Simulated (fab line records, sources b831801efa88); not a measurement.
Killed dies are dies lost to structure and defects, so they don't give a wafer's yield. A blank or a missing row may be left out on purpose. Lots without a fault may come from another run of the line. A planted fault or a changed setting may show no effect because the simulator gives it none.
fab line records | flow gf180mcu
record lots=24 wafers=72 last_day=34
route steps=602 shown V3@432 M4@458 MIM@523 M5@533
lots that met no fault: from a run of the same line without faults
start_h: hours from the record's first day to the start of the lot's first wafer shown | wait_h: hours since the lot's step before | " the same as in the row above | L1.1+2: a row that stands for several wafers | - no value, or no start given | * or withheld: withheld | < > ~ a bound
route shown NAME@n: a module of which the file shows steps, and the number in the route of the first | usual: mean/standard deviation of fault-free wafers | same: alike in all rows | chamber/n: place in a boat | sites: the reading at each site | _std_site: their standard deviation | _edge_site: outer sites' mean less inner sites' | radius_mm: how far each site lies from the wafer's centre | mask NAME#n: copy n | behind: the tool/chamber that last shaped the wafer | hold: why the lot was held/for how many hours/how that ended | device: the transistor (n, p or np) that didn't switch | end of line: the same wafers' tests at the end of the route | a step without rows: its recipe alone | killed: dies lost to structure and defects at the first sort, not the wafer's yield | map: a wafer's dies, x killed, . not, _ none there
set.NAME: the setting as run; set.NAME@STEP: as run at that earlier step | model.NAME: the simulator's own value behind a step, which no gauge read
steps of the route over a sample of lots; a table a step, a row a wafer
services: from which hour (start_h, from the record's first day; less than 0 if before it) a tool's chamber was out of use, for how many hours, and why
## steps
# step GF_V3_THK_MEAS_03
# recipe reads=SiO2_of_V3_CVD_02
# usual V3_CVD_02_THK=851/11
# columns lot.wafer tool chamber start_h wait_h V3_CVD_02_THK[nm]
L074.3 film_metro-04 - 495.41 0.1 844
L074.5 " - " " 863
L074.6 " - " " 849
L075.1 film_metro-01 - 498.55 0.0 833
L075.2 " - " " 849
L075.5 " - " " 862
L076.1 film_metro-02 - 511.13 0.0 841
L076.2 " - " " 847
L076.5 " - " " 861
L077.1 film_metro-04 - 516.52 0.0 845
L077.3 " - " " 848
L077.5 " - " " 846
L078.2 film_metro-01 - 523.52 0.1 855
L078.3 " - " " 861
L078.5 " - " " 865
L079.1 film_metro-01 - 534.30 0.0 836
L079.3 " - " " 834
L079.6 " - " " 850
L080.2 film_metro-01 - 543.99 0.0 851
L080.5 " - " " 859
L080.6 " - " " 856
L081.2 film_metro-02 - 555.18 0.0 858
L081.4 " - " " 871
L081.6 " - " " 870
L082.1 film_metro-01 - 568.26 0.0 838
L082.3 " - " " 821
L082.6 " - " " 838
L083.2 film_metro-02 - 570.47 0.0 847
L083.3 " - " " 829
L083.6 " - " " 854
L084.4 film_metro-02 - 578.13 0.1 877
L084.5 " - " " 873
L084.6 " - " " 862
L085.1 film_metro-04 - 587.81 0.0 842
L085.3 " - " " 849
L085.4 " - " " 839
L086.1 film_metro-04 - 596.45 0.0 858
L086.2 " - " " 847
L086.3 " - " " 858
L087.1 film_metro-04 - 599.63 0.0 837
L087.3 " - " " 835
L087.6 " - " " 853
L088.4 film_metro-04 - 611.95 0.0 865
L088.5 " - " " 858
L088.6 " - " " 867
L089.3 film_metro-04 - 618.01 0.1 844
L089.4 " - " " 857
L089.6 " - " " 866
L090.2 film_metro-04 - 627.81 0.0 852
L090.3 " - " " 866
L090.6 " - " " 859
L091.3 film_metro-02 - 630.65 0.1 842
L091.5 " - " " 857
L091.6 " - " " 864
L092.3 film_metro-02 - 636.96 0.1 862
L092.4 " - " " 852
L092.6 " - " " 845
L093.1 film_metro-04 - 641.26 0.0 850
L093.5 " - " " 851
L093.6 " - " " 860
L094.1 film_metro-02 - 649.88 0.0 849
L094.2 " - " " 838
L094.4 " - " " 874
L095.1 film_metro-04 - 656.00 0.0 835
L095.4 " - " " 867
L095.5 " - " " 852
L096.2 film_metro-04 - 664.91 0.0 821
L096.4 " - " " 845
L096.5 " - " " 855
L097.1 film_metro-04 - 668.47 0.0 848
L097.2 " - " " 847
L097.3 " - " " 842
# step GF_V3_BOW_MEAS_05
# recipe mode=bow
# usual V3_BOW=120/8.3
# columns lot.wafer tool chamber start_h wait_h V3_BOW[um]
L074.3 film_metro-04 - 495.79 0.2 133
L074.5 " - " " 110
L074.6 " - " " 107
L075.1 film_metro-01 - 498.91 0.2 126
L075.2 " - " " 116
L075.5 " - " " 119
L076.1 film_metro-02 - 511.62 0.1 121
L076.2 " - " " 120
L076.5 " - " " 134
L077.1 film_metro-01 - 516.88 0.2 121
L077.3 " - " " 122
L077.5 " - " " 125
L078.2 film_metro-01 - 523.89 0.2 111
L078.3 " - " " 119
L078.5 " - " " 114
L079.1 film_metro-02 - 534.66 0.1 129
L079.3 " - " " 125
L079.6 " - " " 126
L080.2 film_metro-02 - 544.36 0.2 120
L080.5 " - " " 118
L080.6 " - " " 124
L081.2 film_metro-01 - 555.55 0.2 115
L081.4 " - " " 116
L081.6 " - " " 123
L082.1 film_metro-02 - 568.70 0.2 116
L082.3 " - " " 128
L082.6 " - " " 123
L083.2 film_metro-04 - 570.84 0.2 134
L083.3 " - " " 140
L083.6 " - " " 132
L084.4 film_metro-04 - 578.52 0.2 104
L084.5 " - " " 128
L084.6 " - " " 107
L085.1 film_metro-04 - 588.17 0.2 109
L085.3 " - " " 114
L085.4 " - " " 111
L086.1 film_metro-01 - 596.81 0.1 117
L086.2 " - " " 121
L086.3 " - " " 127
L087.1 film_metro-02 - 600.01 0.3 110
L087.3 " - " " 119
L087.6 " - " " 125
L088.4 film_metro-04 - 612.34 0.3 122
L088.5 " - " " 117
L088.6 " - " " 128
L089.3 film_metro-04 - 618.39 0.1 113
L089.4 " - " " 121
L089.6 " - " " 124
L090.2 film_metro-01 - 628.18 0.3 118
L090.3 " - " " 131
L090.6 " - " " 114
L091.3 film_metro-01 - 631.03 0.1 101
L091.5 " - " " 104
L091.6 " - " " 105
L092.3 film_metro-02 - 637.34 0.2 113
L092.4 " - " " 110
L092.6 " - " " 125
L093.1 film_metro-04 - 641.74 0.1 116
L093.5 " - " " 129
L093.6 " - " " 99
L094.1 film_metro-04 - 650.24 0.2 123
L094.2 " - " " 115
L094.4 " - " " 128
L095.1 film_metro-02 - 656.42 0.2 111
L095.4 " - " " 110
L095.5 " - " " 106
L096.2 film_metro-01 - 665.28 0.2 105
L096.4 " - " " 114
L096.5 " - " " 119
L097.1 film_metro-01 - 668.83 0.1 128
L097.2 " - " " 129
L097.3 " - " " 137
# step GF_M4_SPUTTER_02
# recipe material=AlCu target_thk_nm=450 power_w=10400 time_s=23.9 chamber_pressure_pa=0.4
# usual throttle_valve_pct=30.2/1.1
# columns lot.wafer tool chamber start_h wait_h throttle_valve_pct
L074.3 pvd_sputter-01 - 520.66 0.0 29.2
L074.5 " - " " 31.4
L074.6 " - " " 28.9
L075.1 pvd_sputter-01 - 523.88 0.0 31.5
L075.2 " - " " 30.6
L075.5 " - " " 29.2
L076.1 pvd_sputter-04 - 535.89 0.0 30.1
L076.2 " - " " 28.5
L076.5 " - " " 28.0
L077.1 pvd_sputter-01 - 541.56 0.0 30.8
L077.3 " - " " 30.8
L077.5 " - " " 30.4
L078.2 pvd_sputter-01 - 548.23 0.0 30.8
L078.3 " - " " 29.2
L078.5 " - " " 30.7
L079.1 pvd_sputter-02 - 559.00 0.0 29.7
L079.3 " - " " 31.7
L079.6 " - " " 29.0
L080.2 pvd_sputter-01 - 568.53 0.0 29.4
L080.5 " - " " 30.5
L080.6 " - " " 31.5
L081.2 pvd_sputter-01 - 579.09 0.0 31.0
L081.4 " - " " 29.3
L081.6 " - " " 30.9
L082.1 pvd_sputter-02 - 592.34 0.0 31.6
L082.3 " - " " 29.4
L082.6 " - " " 29.6
L083.2 pvd_sputter-04 - 594.12 0.0 28.3
L083.3 " - " " 28.0
L083.6 " - " " 29.9
L084.4 pvd_sputter-01 - 601.05 0.0 31.4
L084.5 " - " " 30.9
L084.6 " - " " 31.4
L085.1 pvd_sputter-01 - 610.86 0.0 29.4
L085.3 " - " " 31.8
L085.4 " - " " 30.7
L086.1 pvd_sputter-04 - 619.25 0.0 28.5
L086.2 " - " " 30.1
L086.3 " - " " 28.3
L087.1 pvd_sputter-01 - 621.62 0.0 29.1
L087.3 " - " " 31.2
L087.6 " - " " 30.4
L088.4 pvd_sputter-02 - 634.88 0.0 29.8
L088.5 " - " " 29.6
L088.6 " - " " 30.1
L089.3 pvd_sputter-04 - 640.75 0.0 30.0
L089.4 " - " " 28.6
L089.6 " - " " 30.0
L090.2 pvd_sputter-01 - 649.32 0.0 31.7
L090.3 " - " " 30.7
L090.6 " - " " 29.1
L091.3 pvd_sputter-02 - 651.64 0.0 29.6
L091.5 " - " " 29.7
L091.6 " - " " 29.9
L092.3 pvd_sputter-01 - 658.72 0.0 29.5
L092.4 " - " " 31.0
L092.6 " - " " 31.2
L093.1 pvd_sputter-01 - 663.46 0.0 31.9
L093.5 " - " " 30.5
L093.6 " - " " 31.4
L094.1 pvd_sputter-01 - 671.51 0.0 30.6
L094.2 " - " " 29.1
L094.4 " - " " 29.3
L095.1 pvd_sputter-04 - 678.04 0.0 29.8
L095.4 " - " " 28.2
L095.5 " - " " 28.9
L096.2 pvd_sputter-02 - 686.24 0.0 30.0
L096.4 " - " " 29.3
L096.5 " - " " 31.3
L097.1 pvd_sputter-01 - 689.94 0.0 31.4
L097.2 " - " " 31.0
L097.3 " - " " 30.5
# step GF_MIM_STRIP_20
# recipe chemistry=O2/N2 power_w=1400 pressure_mtorr=1500 platen_temp_c=250 o2_flow_sccm=3000 n2_flow_sccm=300 overash_fraction=0.5
# usual drypump_motor_current_A=5.5/0.42 heater_power_w=346/44 oes_product_au=0.694/0.005 platen_temp_c=250.00/0.17 strip_time_to_endpoint_s=11.26/0.038
# columns lot.wafer tool chamber start_h wait_h drypump_motor_current_A heater_power_w oes_product_au platen_temp_c rf_hours_counter_h strip_time_to_endpoint_s
L074.3 plasma_asher-04 1 591.02 0.1 4.9 312 0.695 250.05 - 11.23
L074.5 " 0 " " 5.6 335 0.691 249.94 - 11.23
L074.6 " 1 " " 4.9 327 0.695 250.15 - 11.22
L075.1 plasma_asher-04 1 593.59 0.0 4.9 323 0.695 249.91 80 11.25
L075.2 " 0 " " 5.6 345 0.697 249.89 80 11.27
L075.5 " 0 " " 5.6 342 0.692 250.19 - 11.28
L076.1 plasma_asher-02 1 604.67 0.0 5.3 360 0.700 249.81 99 11.28
L076.2 " 0 " " 6.2 367 0.688 249.87 99 11.22
L076.5 " 0 " " 6.2 357 0.695 249.92 - 11.26
L077.1 plasma_asher-02 1 609.37 0.0 5.3 362 0.688 249.85 99 11.19
L077.3 " 0 " " 6.2 366 0.683 249.98 - 11.23
L077.5 " 1 " " 5.3 361 0.685 249.92 - 11.21
L078.2 plasma_asher-02 1 616.12 0.0 5.3 361 0.699 249.97 100 11.30
L078.3 " 0 " " 6.2 359 0.693 249.84 - 11.23
L078.5 " 1 " " 5.3 354 0.695 250.11 - 11.32
L079.1 plasma_asher-04 0 626.24 0.1 5.6 337 0.698 250.08 83 11.24
L079.3 " 0 " " 5.6 345 0.699 250.41 - 11.26
L079.6 " 0 " " 5.6 335 0.692 250.44 - 11.27
L080.2 plasma_asher-03 1 634.37 0.0 5.6 275 0.690 249.87 20 11.27
L080.5 " 0 " " 5.5 429 0.697 250.23 - 11.30
L080.6 " 1 " " 5.6 267 0.696 249.85 - 11.28
L081.2 plasma_asher-04 0 643.94 0.0 5.6 337 0.695 249.74 84 11.27
L081.4 " 1 " " 4.8 325 0.696 249.96 - 11.23
L081.6 " 0 " " 5.6 344 0.691 250.21 - 11.27
L082.1 plasma_asher-03 0 656.52 0.0 5.5 437 0.692 250.15 21 11.28
L082.3 " 1 " " 5.6 265 0.700 249.97 - 11.25
L082.6 " 0 " " 5.5 437 0.690 249.68 - 11.26
L083.2 plasma_asher-03 0 659.37 0.0 5.5 446 0.698 249.81 22 11.28
L083.3 " 0 " " 5.4 442 0.709 250.24 - 11.37
L083.6 " 0 " " 5.5 436 0.699 249.96 - 11.29
L084.4 plasma_asher-04 0 664.30 0.1 5.6 340 0.698 250.19 - 11.25
L084.5 " 1 " " 4.8 312 0.693 250.15 - 11.19
L084.6 " 0 " " 5.6 338 0.699 249.95 - 11.23
L085.1 plasma_asher-03 1 674.54 0.0 5.6 267 0.687 249.95 23 11.23
L085.3 " 0 " " 5.4 444 0.690 249.81 - 11.25
L085.4 " 1 " " 5.6 277 0.699 250.02 - 11.23
L086.1 plasma_asher-02 0 681.77 0.0 6.2 354 0.687 250.01 107 11.23
L086.2 " 1 " " 5.2 356 0.692 250.06 107 11.24
L086.3 " 1 " " 5.3 359 0.703 249.74 - 11.27
L087.1 plasma_asher-02 1 684.12 0.0 5.3 356 0.687 249.99 107 11.29
L087.3 " 1 " " 5.3 357 0.690 249.94 - 11.25
L087.6 " 0 " " 6.2 363 0.701 250.01 - 11.26
L088.4 plasma_asher-03 0 698.10 0.1 5.5 437 0.691 250.26 - 11.27
L088.5 " 0 " " 5.5 437 0.690 250.04 - 11.28
L088.6 " 1 " " 5.6 267 0.697 249.99 - 11.23
L089.3 plasma_asher-04 0 701.91 0.1 5.6 342 0.701 250.21 - 11.25
L089.4 " 1 " " 4.9 328 0.687 249.92 - 11.22
L089.6 " 0 " " 5.6 336 0.695 250.18 - 11.23
L090.2 plasma_asher-04 0 709.79 0.1 5.6 340 0.694 250.32 91 11.32
L090.3 " 0 " " 5.6 344 0.695 249.74 - 11.28
L090.6 " 1 " " 4.9 321 0.691 249.81 - 11.30
L091.3 plasma_asher-04 1 711.75 0.1 4.8 327 0.689 250.20 - 11.26
L091.5 " 1 " " 4.8 313 0.695 250.04 - 11.27
L091.6 " 0 " " 5.6 338 0.692 249.85 - 11.25
L092.3 plasma_asher-02 1 718.75 0.1 5.3 364 0.697 249.84 - 11.23
L092.4 " 0 " " 6.2 368 0.687 249.88 - 11.21
L092.6 " 0 " " 6.2 347 0.693 250.00 - 11.23
L093.1 plasma_asher-02 1 723.14 0.1 5.3 372 0.690 250.03 111 11.28
L093.5 " 0 " " 6.2 348 0.703 249.81 - 11.27
L093.6 " 1 " " 5.3 359 0.698 249.91 - 11.25
L094.1 plasma_asher-02 0 730.17 0.0 6.2 358 0.691 250.23 111 11.27
L094.2 " 1 " " 5.3 365 0.689 250.22 111 11.24
L094.4 " 1 " " 5.3 360 0.701 249.94 - 11.25
L095.1 plasma_asher-04 1 736.39 0.0 4.8 322 0.690 250.23 94 11.24
L095.4 " 1 " " 4.8 319 0.693 249.83 - 11.26
L095.5 " 1 " " 4.8 321 0.685 249.86 - 11.25
L096.2 plasma_asher-04 1 742.92 0.0 4.8 333 0.688 249.99 95 11.32
L096.4 " 0 " " 5.6 342 0.692 249.92 - 11.32
L096.5 " 0 " " 5.6 344 0.697 250.00 - 11.29
L097.1 plasma_asher-03 1 747.04 0.0 5.6 272 0.691 250.05 32 11.18
L097.2 " 0 " " 5.5 429 0.693 249.70 32 11.19
L097.3 " 1 " " 5.6 272 0.699 250.25 - 11.18
# step GF_M5_CD_MEAS_07
# recipe target_cd_nm=280
# usual cd_nm=279.7/1.1
# columns lot.wafer tool chamber start_h wait_h cd_nm
L074.3 cd_sem-02 - 612.56 0.1 279.9
L074.5 " - " " 279.3
L074.6 " - " " 280.6
L075.1 cd_sem-02 - 614.72 0.1 277.8
L075.2 " - " " 279.4
L075.5 " - " " 279.7
L076.1 cd_sem-01 - 625.32 0.2 279.5
L076.2 " - " " 279.9
L076.5 " - " " 279.7
L077.1 cd_sem-01 - 629.95 0.1 280.8
L077.3 " - " " 282.1
L077.5 " - " " 281.1
L078.2 cd_sem-01 - 637.02 0.1 277.6
L078.3 " - " " 278.1
L078.5 " - " " 276.5
L079.1 cd_sem-01 - 645.65 0.1 278.4
L079.3 " - " " 278.4
L079.6 " - " " 278.8
L080.2 cd_sem-02 - 654.72 0.1 280.0
L080.5 " - " " 279.2
L080.6 " - " " 280.3
L081.2 cd_sem-02 - 663.87 0.1 279.9
L081.4 " - " " 279.9
L081.6 " - " " 279.9
L082.1 cd_sem-02 - 676.22 0.1 281.4
L082.3 " - " " 280.3
L082.6 " - " " 281.8
L083.2 cd_sem-02 - 679.32 0.1 280.2
L083.3 " - " " 279.2
L083.6 " - " " 279.1
L084.4 cd_sem-02 - 683.96 0.1 280.6
L084.5 " - " " 281.1
L084.6 " - " " 278.9
L085.1 cd_sem-01 - 693.81 0.1 278.8
L085.3 " - " " 280.1
L085.4 " - " " 279.1
L086.1 cd_sem-02 - 700.50 0.1 279.9
L086.2 " - " " 281.1
L086.3 " - " " 280.3
L087.1 cd_sem-02 - 702.97 0.1 279.3
L087.3 " - " " 279.8
L087.6 " - " " 278.7
L088.4 cd_sem-02 - 716.26 0.1 279.4
L088.5 " - " " 281.2
L088.6 " - " " 279.9
L089.3 cd_sem-01 - 720.39 0.1 281.3
L089.4 " - " " 281.1
L089.6 " - " " 281.1
L090.2 cd_sem-01 - 727.87 0.1 278.6
L090.3 " - " " 278.3
L090.6 " - " " 279.3
L091.3 cd_sem-01 - 729.46 0.1 279.0
L091.5 " - " " 279.0
L091.6 " - " " 279.9
L092.3 cd_sem-01 - 736.71 0.1 281.6
L092.4 " - " " 280.1
L092.6 " - " " 280.9
L093.1 cd_sem-02 - 740.72 0.1 279.1
L093.5 " - " " 280.5
L093.6 " - " " 278.9
L094.1 cd_sem-01 - 747.60 0.1 279.4
L094.2 " - " " 280.1
L094.4 " - " " 280.2
L095.1 cd_sem-02 - 753.80 0.1 279.3
L095.4 " - " " 279.4
L095.5 " - " " 278.6
L096.2 cd_sem-01 - 759.72 0.1 279.5
L096.4 " - " " 278.7
L096.5 " - " " 279.0
L097.1 cd_sem-02 - 763.45 0.1 277.5
L097.2 " - " " 277.1
L097.3 " - " " 277.6
# step GF_M5_STRIP_11
# recipe chemistry=O2/N2 power_w=1400 pressure_mtorr=1500 platen_temp_c=250 o2_flow_sccm=3000 n2_flow_sccm=300 overash_fraction=0.5
# usual drypump_motor_current_A=5.4/0.4 heater_power_w=349/14 oes_product_au=0.543/0.005 platen_temp_c=250.01/0.19 strip_time_to_endpoint_s=7.50/0.034
# columns lot.wafer tool chamber start_h wait_h drypump_motor_current_A heater_power_w oes_product_au platen_temp_c rf_hours_counter_h strip_time_to_endpoint_s
L074.3 plasma_asher-02 0 612.84 0.1 6.2 363 0.542 249.88 - 7.48
L074.5 " 1 " " 5.3 355 0.541 250.03 - 7.49
L074.6 " 0 " " 6.2 365 0.548 249.92 - 7.45
L075.1 plasma_asher-04 1 615.01 0.1 4.9 327 0.541 250.25 81 7.53
L075.2 " 0 " " 5.6 338 0.556 249.85 81 7.54
L075.5 " 1 " " 4.8 323 0.548 250.09 - 7.56
L076.1 plasma_asher-02 1 625.61 0.1 5.3 357 0.541 249.87 101 7.45
L076.2 " 0 " " 6.2 353 0.536 250.15 101 7.42
L076.5 " 0 " " 6.2 353 0.532 249.88 - 7.41
L077.1 plasma_asher-01 1 630.24 0.1 5.1 367 0.537 249.94 53 7.50
L077.3 " 1 " " 5.2 359 0.551 249.78 - 7.53
L077.5 " 1 " " 5.2 356 0.542 249.69 - 7.45
L078.2 plasma_asher-02 1 637.29 0.1 5.3 360 0.545 249.77 103 7.47
L078.3 " 1 " " 5.3 355 0.546 250.16 - 7.46
L078.5 " 1 " " 5.3 354 0.546 249.78 - 7.46
L079.1 plasma_asher-04 1 645.98 0.1 4.8 326 0.542 250.07 85 7.47
L079.3 " 0 " " 5.6 341 0.548 250.04 - 7.51
L079.6 " 0 " " 5.6 331 0.544 250.23 - 7.53
L080.2 plasma_asher-02 1 654.99 0.1 5.3 365 0.536 249.83 105 7.52
L080.5 " 0 " " 6.2 358 0.541 249.93 - 7.49
L080.6 " 1 " " 5.3 356 0.543 250.21 - 7.56
L081.2 plasma_asher-01 1 664.14 0.1 5.2 358 0.539 249.79 57 7.48
L081.4 " 0 " " 5.4 346 0.548 250.26 - 7.49
L081.6 " 0 " " 5.4 342 0.543 250.03 - 7.48
L082.1 plasma_asher-04 1 676.51 0.1 4.8 328 0.542 249.76 88 7.51
L082.3 " 1 " " 4.8 317 0.539 249.73 - 7.49
L082.6 " 1 " " 4.8 330 0.543 249.75 - 7.54
L083.2 plasma_asher-01 0 679.59 0.1 5.4 328 0.538 250.39 59 7.42
L083.3 " 0 " " 5.4 335 0.542 250.13 - 7.47
L083.6 " 1 " " 5.2 365 0.546 250.03 - 7.43
L084.4 plasma_asher-01 0 684.22 0.1 5.4 325 0.544 249.95 - 7.48
L084.5 " 1 " " 5.2 368 0.547 250.29 - 7.51
L084.6 " 0 " " 5.4 337 0.544 250.08 - 7.54
L085.1 plasma_asher-02 1 694.10 0.1 5.3 346 0.551 250.12 108 7.46
L085.3 " 0 " " 6.2 351 0.541 250.05 - 7.50
L085.4 " 1 " " 5.3 350 0.541 250.22 - 7.49
L086.1 plasma_asher-01 1 700.79 0.1 5.2 365 0.542 249.91 61 7.45
L086.2 " 0 " " 5.4 331 0.534 249.84 61 7.47
L086.3 " 0 " " 5.4 341 0.548 249.88 - 7.47
L087.1 plasma_asher-02 1 703.37 0.2 5.3 370 0.542 250.01 109 7.47
L087.3 " 0 " " 6.2 362 0.551 250.14 - 7.50
L087.6 " 1 " " 5.3 346 0.541 249.86 - 7.51
L088.4 plasma_asher-02 1 716.52 0.1 5.3 354 0.545 249.62 - 7.46
L088.5 " 1 " " 5.3 359 0.548 250.00 - 7.50
L088.6 " 0 " " 6.2 356 0.538 249.98 - 7.50
L089.3 plasma_asher-04 0 720.79 0.1 5.6 340 0.545 249.85 - 7.48
L089.4 " 1 " " 4.8 325 0.546 250.34 - 7.48
L089.6 " 1 " " 4.8 320 0.543 250.10 - 7.50
L090.2 plasma_asher-01 1 728.14 0.1 5.2 362 0.537 249.87 64 7.48
L090.3 " 0 " " 5.4 333 0.546 249.93 - 7.55
L090.6 " 1 " " 5.2 371 0.550 250.20 - 7.49
L091.3 plasma_asher-02 0 729.74 0.1 6.2 363 0.542 250.00 - 7.53
L091.5 " 0 " " 6.2 361 0.538 250.14 - 7.52
L091.6 " 1 " " 5.3 357 0.548 250.20 - 7.52
L092.3 plasma_asher-01 0 736.99 0.1 5.4 341 0.544 250.12 - 7.50
L092.4 " 1 " " 5.1 367 0.539 249.88 - 7.52
L092.6 " 0 " " 5.4 338 0.552 249.98 - 7.54
L093.1 plasma_asher-04 1 741.02 0.1 4.9 327 0.551 250.01 95 7.55
L093.5 " 1 " " 4.9 323 0.538 249.86 - 7.54
L093.6 " 0 " " 5.6 336 0.543 250.03 - 7.52
L094.1 plasma_asher-02 1 747.89 0.1 5.3 365 0.544 249.70 0 7.51
L094.2 " 0 " " 6.2 347 0.550 250.24 0 7.54
L094.4 " 1 " " 5.3 358 0.552 249.88 - 7.55
L095.1 plasma_asher-01 1 754.09 0.1 5.2 359 0.536 250.12 67 7.58
L095.4 " 0 " " 5.4 339 0.541 249.77 - 7.54
L095.5 " 1 " " 5.2 362 0.540 250.31 - 7.53
L096.2 plasma_asher-01 1 759.99 0.1 5.2 359 0.538 249.71 68 7.54
L096.4 " 0 " " 5.4 350 0.551 250.13 - 7.49
L096.5 " 1 " " 5.1 351 0.544 249.83 - 7.47
L097.1 plasma_asher-01 0 763.74 0.1 5.4 336 0.541 249.95 68 7.49
L097.2 " 1 " " 5.2 370 0.537 250.19 68 7.48
L097.3 " 0 " " 5.4 334 0.550 250.03 - 7.52
## services
# columns tool chamber start_h hours kind
plasma_asher-03 - 500.82 4.3 pm
pvd_sputter-01 - 514.62 1.9 repair
plasma_asher-01 - 527.28 2.4 repair
pvd_sputter-02 - 540.59 3.0 repair
pvd_sputter-02 - 578.17 2.2 repair
plasma_asher-03 - 594.07 14.6 pm
pvd_sputter-01 - 596.98 2.5 repair
plasma_asher-02 - 597.09 2.2 repair
pvd_sputter-02 - 597.46 14.0 repair
plasma_asher-04 - 599.39 15.6 pm
plasma_asher-03 - 618.97 1.0 repair
plasma_asher-03 - 636.30 13.7 repair
plasma_asher-03 - 650.24 1.3 repair
plasma_asher-02 - 659.48 10.8 repair
plasma_asher-02 - 669.82 0.8 repair
plasma_asher-02 - 698.08 3.5 repair
pvd_sputter-02 - 713.48 7.4 repair
plasma_asher-02 - 714.18 0.5 repair
plasma_asher-02 - 721.10 1.4 repair
plasma_asher-02 - 733.75 9.0 pm
plasma_asher-02 0 733.75 9.0 vent_cycle
plasma_asher-02 1 733.75 9.0 vent_cycle
pvd_sputter-02 - 737.91 26.6 repair
plasma_asher-02 0 742.75 - clean
## key
fault none
